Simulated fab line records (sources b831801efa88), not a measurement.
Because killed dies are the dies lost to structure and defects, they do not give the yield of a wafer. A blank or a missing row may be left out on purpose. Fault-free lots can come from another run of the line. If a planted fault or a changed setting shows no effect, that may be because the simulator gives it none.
What tool caused it?	flow sky130	14 lots, 42 wafers sampled, at 3 steps of a route of 708

WHAT THE GAUGES SHOWED, per wafer
SKY_SD_N_CD_MEAS_07 targets a cd of 380 nm.
lot	measured	on	cdNm (nm)
L797	day 27 21:29	cdSem-01	379.5 380.3 378.2
L796	day 27 22:49	cdSem-01	374.9 376.7 377.1
L798	day 28 09:16	cdSem-02	383.3 385.3 385.2
L799	day 28 15:25	cdSem-01	379.4 379.8 379.0
L800	day 29 06:14	cdSem-02	377.1 378.6 379.3
L801	day 29 14:37	cdSem-01	377.8 379.3 377.4
L802	day 29 18:35	cdSem-02	378.4 376.1 377.9
L804	day 30 08:37	cdSem-02	377.5 376.5 377.7
L806	day 31 07:36	cdSem-01	379.9 380.1 378.9
L807	day 31 15:23	cdSem-01	380.4 381.1 381.8
L811	day 32 13:32	cdSem-01	379.2 381.1 380.5
L813	day 33 07:43	cdSem-01	380.6 380.7 379.9
L819	day 35 10:04	cdSem-01	374.7 375.5 374.5
L818	day 35 19:01	cdSem-02	378.5 380.0 377.5

SKY_LI_CONTACT_CD_MEAS_12 targets a cd of 170 nm.
lot	measured	on	cdNm (nm)
L797	day 29 01:59	cdSem-01	169.6 170.0 169.1
L796	day 29 03:18	cdSem-02	168.2 167.9 168.1
L798	day 29 15:10	cdSem-01	170.1 171.3 170.9
L799	day 29 20:18	cdSem-02	171.9 170.9 170.5
L800	day 30 11:13	cdSem-02	171.2 170.2 169.6
L801	day 30 19:01	cdSem-02	172.5 171.6 170.7
L802	day 30 23:13	cdSem-02	169.9 169.5 170.9
L804	day 31 13:50	cdSem-02	169.2 169.6 169.5
L806	day 32 13:02	cdSem-02	169.4 170.3 170.7
L807	day 32 19:46	cdSem-02	171.7 170.6 170.6
L811	day 33 17:37	cdSem-02	167.9 169.2 168.1
L813	day 34 11:25	cdSem-01	168.5 169.6 167.9
L819	day 36 13:37	cdSem-01	169.6 168.6 170.3
L818	day 36 22:50	cdSem-01	171.1 169.8 170.4

EACH LOT AND THE TOOL THAT RAN IT (in order: tool; ch and the chambers of the sampled wafers; start)
lot	SKY_SD_N_RTA_14
L797	rtpAnneal-02 ch 0, day 27 22:10
L796	rtpAnneal-01 ch 0, day 27 23:30
L798	rtpAnneal-02 ch 0, day 28 09:55
L799	rtpAnneal-01 ch 0, day 28 16:05
L800	rtpAnneal-02 ch 0, day 29 06:55
L801	rtpAnneal-01 ch 0, day 29 15:16
L802	rtpAnneal-02 ch 0, day 29 19:14
L804	rtpAnneal-02 ch 0, day 30 09:16
L806	rtpAnneal-02 ch 0, day 31 08:15
L807	rtpAnneal-01 ch 0, day 31 16:04
L811	rtpAnneal-01 ch 0, day 32 14:11
L813	rtpAnneal-01 ch 0, day 33 08:23
L819	rtpAnneal-02 ch 0, day 35 10:43
L818	rtpAnneal-01 ch 0, day 35 19:43
- SKY_SD_N_RTA_14: time 2 s.

AS READ BY THE TOOLS THEMSELVES (means over the sampled wafers that have a number; for cases with no such wafer, the mark the record gives instead)
SKY_SD_N_RTA_14.
lot	tool	lampPowerPct (%)	wafer_temp_C_max
L797	rtpAnneal-02	15.73	1077.6
L796	rtpAnneal-01	15.78	1078.2
L798	rtpAnneal-02	15.74	1078.5
L799	rtpAnneal-01	15.76	1077.9
L800	rtpAnneal-02	15.71	1077.2
L801	rtpAnneal-01	15.75	1079.3
L802	rtpAnneal-02	15.72	1077.3
L804	rtpAnneal-02	15.72	1078.0
L806	rtpAnneal-02	15.76	1079.7
L807	rtpAnneal-01	15.76	1078.3
L811	rtpAnneal-01	15.72	1077.7
L813	rtpAnneal-01	15.73	1077.5
L819	rtpAnneal-02	15.69	1077.8
L818	rtpAnneal-01	15.72	1078.5

THE ANSWER, worked out from the rows above alone
Rule: the lots themselves supply what counts as usual. Put in order of their means at a reading, lots are off if they are a third of the lots or fewer, leave a main group of 4 or more, and stand apart from it by a gap of 3 or more times the standard deviation of the main group's means; of several such gaps the widest counts. A main group whose means are all the same, to the digits that the tables above print for the reading, isn't used. A lot without any number at a reading at which 4 lots or more have one is off too. All remaining lots with rows at the step are treated as sound. After the gauges, taken in route order, come the tools' own readings; for these a lot's mean is taken, as printed above. At the first step where some lot is off, the reading lying furthest off is the one used; lots without a number count as furthest.
Nothing can be told from this: no lot is off at any reading shown.

WHAT WAS PUT IN BY THE SIMULATOR
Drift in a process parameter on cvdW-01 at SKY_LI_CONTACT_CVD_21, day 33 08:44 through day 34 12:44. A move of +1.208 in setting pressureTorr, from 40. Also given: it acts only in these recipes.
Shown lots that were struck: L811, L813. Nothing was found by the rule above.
